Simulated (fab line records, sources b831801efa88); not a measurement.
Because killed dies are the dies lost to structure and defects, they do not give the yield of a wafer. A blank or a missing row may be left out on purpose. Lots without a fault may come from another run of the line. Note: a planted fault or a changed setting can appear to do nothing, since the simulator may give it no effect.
Struck lot and sound lot, side by side ; flow sky130 ; 14 steps out of a route of 708
Sound: the wafers L692.1, L692.4, L692.5. Wafers struck: L700.1, L700.3, L700.6. Last of all comes the cause.
Each step with rows lists, per side, the tool, then ch with its chambers, then its first start. Under that, the readings that differ: sound wafers ; struck wafers ; difference of the means ; sigmas: that difference in standard deviations of wafers without a fault.
alike: same words and numbers on both sides, and readings whose means sit less than 2 such deviations apart. not compared: any withheld reading, any reading some wafer has no value for, any bound like >300 that may hide the same value, and any number with overlapping values for which the record gives no deviation.
Wherever a step has rows on one side only, a row that says differs or no value, or a row with sigmas, the two part there. Non-overlapping numbers with no deviation appear without sigmas and do not part them. A reading that every wafer of one side lacks parts them only if that side has two wafers or more.

first, 4 steps without rows for these wafers: SKY_PWDE_SOFTBAKE_03; SKY_PWDE_EXPOSE_04 (exposes mask PWDEM, target cd 840 nm); SKY_PWDE_PEB_05; SKY_PWDE_DEVELOP_06 (develop time 60 s).
SKY_PWDE_OVL_MEAS_07:
  sound on overlay-01 at day 7 00:54; struck on overlay-01 at day 9 02:39
reading;sound;struck;difference;sigmas
PWDE_OVL (nm);0.4 -0.2 2.8;-1.1 -2.2 -2.7;-3.0;-2
after that, 1 step had no rows for these wafers: SKY_PWDE_IMPLANT_08.
SKY_PWDE_STRIP_09: strips in O2/N2.
  sound on plasmaAsher-01 ch 0, day 7 01:05; struck on plasmaAsher-01 ch 0,1, day 9 02:50
  alike: drypumpMotorCurrentA, oesProductAu, stripTimeToEndpointS
  not compared: rfHoursCounterH
SKY_PWDE_TW_MEAS_10:
  sound on filmMetro-01 at day 7 01:11; struck on filmMetro-04 at day 9 02:56
  alike: PWDE_TW
then, 4 steps without rows for these wafers: SKY_NWELL_DEHYDRATE_03 (time 60 s); SKY_NWELL_HMDS_04 (prime time 60 s); SKY_NWELL_COAT_05 (resist thk 3000 nm); SKY_NWELL_SOFTBAKE_06.
SKY_NWELL_EXPOSE_07: exposes mask NWM, target cd 840 nm.
  struck on ilineStepper-02, day 9 13:24; sound on ilineStepper-01 ch 0, day 7 09:47
  no value came back on the struck wafers for exposureDoseMJCm2, focusOffsetNm (nm), stageVelMmS (mm/s); on the sound wafers exposureDoseMJCm2 reads 254.93 254.93 254.67
  alike: mask
after that, 1 step had no rows for these wafers: SKY_NWELL_PEB_08.

## WHERE THEY PART
Earliest at SKY_PWDE_OVL_MEAS_07; latest, in this record, at SKY_NWELL_EXPOSE_07.

WHY: what the simulator had put in
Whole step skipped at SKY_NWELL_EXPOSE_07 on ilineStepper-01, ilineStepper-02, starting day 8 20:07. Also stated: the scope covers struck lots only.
